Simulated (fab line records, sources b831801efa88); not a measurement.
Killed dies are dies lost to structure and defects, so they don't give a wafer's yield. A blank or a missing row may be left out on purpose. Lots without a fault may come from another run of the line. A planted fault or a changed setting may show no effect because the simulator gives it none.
One fault seen from 2 desks | flow sky130 | each desk has only its own numbers; what lay behind them comes last

THE METROLOGY DESK
What the gauges read, lot by lot, whatever tool the lot ran on: means of the sampled wafers that have a number. A lot is out of limits, marked OUT, if its mean lies more than 4 standard deviations from the usual mean; the brackets give that distance.
Columns: A = VIA1_W_RS at SKY_VIA1_RS_MEAS_22, usual 0.426 ohm/sq
lot  | first seen here | A
L336 | day 35 12:24    | 0.427
L339 | day 36 15:59    | 0.429
L341 | day 36 21:57    | 0.423
L342 | day 37 18:53    | 0.428
L343 | day 37 20:35    | 0.427
L346 | day 38 22:37    | 0.423
L347 | day 39 02:40    | 0.434
L350 | day 39 22:37    | 0.424
L355 | day 41 03:03    | 0.431
L356 | day 41 16:13    | 0.427
This desk's finding: nothing out of limits on any of the 10 lots.

THE TOOL OWNER'S DESK: rie_metal-02
The tool's own readings at SKY_METAL1_METAL_ETCH_19 (etches the open film in Cl2/BCl3, stops on SiO2, target depth 360 nm, time 78 s): means of the sampled wafers that have a number, for each lot that ran on this tool. A lot is out of limits, marked OUT, if its mean lies more than 4 standard deviations from the usual mean; the brackets give that distance.
Columns: A = chamber_pressure_mTorr at SKY_METAL1_METAL_ETCH_19, usual 10.002 mTorr; B = drypump_motor_current_A at SKY_METAL1_METAL_ETCH_19, usual 5.9 A; C = oes_product_au at SKY_METAL1_METAL_ETCH_19, usual 0.856 a.u.; D = rf_fwd_power_W at SKY_METAL1_METAL_ETCH_19, usual 892 W; E = throttle_valve_pct at SKY_METAL1_METAL_ETCH_19, usual 22.264 %
lot  | first seen here | A      | B   | C     | D             | E
L339 | day 35 10:32    | 9.996  | 5.4 | 0.857 | 889           | 22.267
L341 | day 35 17:14    | 10.002 | 5.5 | 0.855 | 890           | 22.263
L342 | day 36 14:31    | 10.011 | 5.4 | 0.856 | 889           | 22.260
L343 | day 36 16:10    | 10.000 | 5.5 | 0.845 | 842 (-12) OUT | 22.265
L347 | day 37 22:07    | 9.996  | 5.5 | 0.855 | 842 (-12) OUT | 22.264
L356 | day 40 13:55    | 10.010 | 5.4 | 0.859 | 888           | 22.264
This desk's finding: out of limits on L343, L347; first on L343, day 36 16:10 (rf_fwd_power_W at SKY_METAL1_METAL_ETCH_19). In limits: L339, L341, L342, L356.

PUT TOGETHER
The tool owner's desk could have raised an alarm at day 36 16:10, on L343, L347.
The metrology desk saw nothing out of limits.
The metrology desk has L343, L347 on record, within its limits.
Of the lots named, all ran SKY_METAL1_METAL_ETCH_19 on rie_metal-02.

WHAT THE SIMULATOR HAD PUT IN
Process parameter drift: rie_metal-02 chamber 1, from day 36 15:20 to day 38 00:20, at SKY_METAL1_METAL_ETCH_19. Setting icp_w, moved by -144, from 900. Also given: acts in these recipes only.
Lots struck among those shown: L343, L347.
Hours from the fault's start to each desk's first reading out of limits: the tool owner's desk, 1.
